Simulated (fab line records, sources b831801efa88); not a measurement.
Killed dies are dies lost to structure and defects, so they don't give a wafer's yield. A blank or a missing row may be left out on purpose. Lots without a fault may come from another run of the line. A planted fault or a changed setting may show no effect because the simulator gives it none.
Which tool did it? | flow sky130 | 6 lots, 18 wafers sampled, at 2 steps of a route of 708

WHAT THE GAUGES READ, wafer by wafer
SKY_LDD_HVP_TW_MEAS_10.
lot  | measured     | on            | LDD_HVP_TW
L467 | day 23 16:43 | film_metro-02 | 463 464 463
L470 | day 24 22:47 | film_metro-02 | 457 458 459
L472 | day 25 10:31 | film_metro-02 | 462 463 463
L479 | day 28 01:05 | film_metro-01 | 452 453 452
L482 | day 28 22:01 | film_metro-01 | 455 454 451
L487 | day 30 05:02 | film_metro-01 | 454 451 451

WHICH TOOL RAN EACH LOT (tool, then ch and the chambers of the sampled wafers, then the start)
lot  | SKY_PWDE_STRIP_09
L467 | plasma_asher-02 ch 0,1, day 4 16:19
L470 | plasma_asher-02 ch 0,1, day 5 09:41
L472 | plasma_asher-04 ch 0,1, day 5 18:49
L479 | plasma_asher-02 ch 0,1, day 7 15:43
L482 | plasma_asher-03 ch 0,1, day 8 05:40
L487 | plasma_asher-04 ch 0,1, day 9 09:37
- SKY_PWDE_STRIP_09: strips in O2/N2.

THE ANSWER, worked out from the rows above alone
Rule: what is usual is taken from the lots themselves. Put in order of their means at a reading, lots are off if they are a third of the lots or fewer, leave a main group of 4 or more, and stand apart from it by a gap of 3 or more times the standard deviation of the main group's means; of several such gaps the widest counts. A main group whose means are all the same, to the digits that the tables above print for the reading, isn't used. A lot without any number at a reading at which 4 lots or more have one is off too. The other lots that the step has rows for count as sound.
No lot is off at any reading shown: from this, nothing can be told.

WHAT THE SIMULATOR HAD PUT IN
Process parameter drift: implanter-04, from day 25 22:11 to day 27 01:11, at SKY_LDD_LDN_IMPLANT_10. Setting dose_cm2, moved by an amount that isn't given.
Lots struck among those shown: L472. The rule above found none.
